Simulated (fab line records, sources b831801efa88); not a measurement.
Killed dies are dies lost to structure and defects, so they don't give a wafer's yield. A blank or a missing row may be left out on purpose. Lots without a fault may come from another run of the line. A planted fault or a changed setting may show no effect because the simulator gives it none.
A struck lot beside a sound one | flow sky130 | 18 steps out of a route of 708
Sound: wafers L256.3, L256.5, L256.6. Struck: wafers L260.1, L260.2, L260.3. The cause comes at the end.
At each step with rows: each side's tool, then ch and its chambers, then its first start. Under that, the readings that differ: sound wafers | struck wafers | difference of the means | sigmas: that difference in standard deviations of wafers without a fault.
alike: readings whose means differ by less than 2 such deviations, and words and numbers that are the same on both sides. not compared: withheld readings, readings that some wafer has no value for, bounds like >300 that may hide the same value, and numbers for which the record gives no deviation and whose values overlap.
The two part at a step that has a row with sigmas, a row that says differs or no value, or rows on one side only. Numbers that don't overlap but have no deviation are shown without sigmas and don't part them. A reading that every wafer of one side lacks parts them only if that side has two wafers or more.

SKY_RES_XHIGH_STRIP_08: strips in O2/N2.
  sound on plasma_asher-01 ch 0,1, day 28 21:44; struck on plasma_asher-02 ch 0,1, day 29 10:42
  alike: drypump_motor_current_A, oes_product_au, strip_time_to_endpoint_s
  not compared: rf_hours_counter_h
SKY_RES_XHIGH_TW_MEAS_09:
  sound on film_metro-01, day 28 21:49; struck on film_metro-04, day 29 10:48
  alike: RES_XHIGH_TW
then, 7 steps without rows for these wafers: SKY_SD_N_DEHYDRATE_00 (time 60 s); SKY_SD_N_HMDS_01 (prime time 60 s); SKY_SD_N_COAT_02 (resist thk 1140 nm); SKY_SD_N_SOFTBAKE_03 (time 60 s); SKY_SD_N_EXPOSE_04 (exposes mask NSDM, target cd 380 nm); SKY_SD_N_PEB_05; SKY_SD_N_DEVELOP_06 (develop time 60 s).
SKY_SD_N_CD_MEAS_07: target cd 380 nm.
  sound on cd_sem-02, day 30 02:41; struck on cd_sem-02, day 30 15:42
  alike: cd_nm
SKY_SD_N_OVL_MEAS_08:
  sound on overlay-02, day 30 02:46; struck on overlay-02, day 30 15:49
  alike: SD_N_OVL
then, 1 step without rows for these wafers: SKY_SD_N_IMPLANT_09.
SKY_SD_N_IMPLANT_10:
  sound on implanter-02 ch 0, day 30 03:00; struck on implanter-02, day 30 16:00
  no value came back on the struck wafers for beam_energy_keV, beam_on_s (s); on the sound wafers beam_energy_keV reads 20.012 20.000 20.006
SKY_SD_N_STRIP_11: strips in O2/N2.
  sound on plasma_asher-02 ch 0,1, day 30 03:08; struck on plasma_asher-02 ch 0,1, day 30 16:09
  alike: drypump_motor_current_A, oes_product_au, strip_time_to_endpoint_s
  not compared: rf_hours_counter_h
SKY_SD_N_TW_MEAS_12:
  sound on film_metro-04, day 30 03:13; struck on film_metro-01, day 30 16:15
  alike: SD_N_TW
then, 1 step without rows for these wafers: SKY_SD_N_CLEAN_13 (cleans in SC1/SC2, time 150 s).
SKY_SD_N_RTA_14: time 2 s.
  sound on rtp_anneal-02 ch 0, day 30 03:20; struck on rtp_anneal-01 ch 0, day 30 16:22
  alike: lamp_power_pct, ramp_down_c_per_s, ramp_up_c_per_s, wafer_temp_C_max
SKY_SD_N_RS_MEAS_16: measures by four-point-probe.
  sound on film_metro-01, day 30 03:31; struck on film_metro-04, day 30 16:54
  reading          | sound             | struck            | difference | sigmas
  SD_N_RS (ohm/sq) | 68.65 68.59 68.65 | 70.60 70.62 70.60 | +1.98      | +15
  not compared: hold

WHERE THEY PART
First at SKY_SD_N_IMPLANT_10; last, within this record, at SKY_SD_N_RS_MEAS_16.

WHY: what the simulator had put in
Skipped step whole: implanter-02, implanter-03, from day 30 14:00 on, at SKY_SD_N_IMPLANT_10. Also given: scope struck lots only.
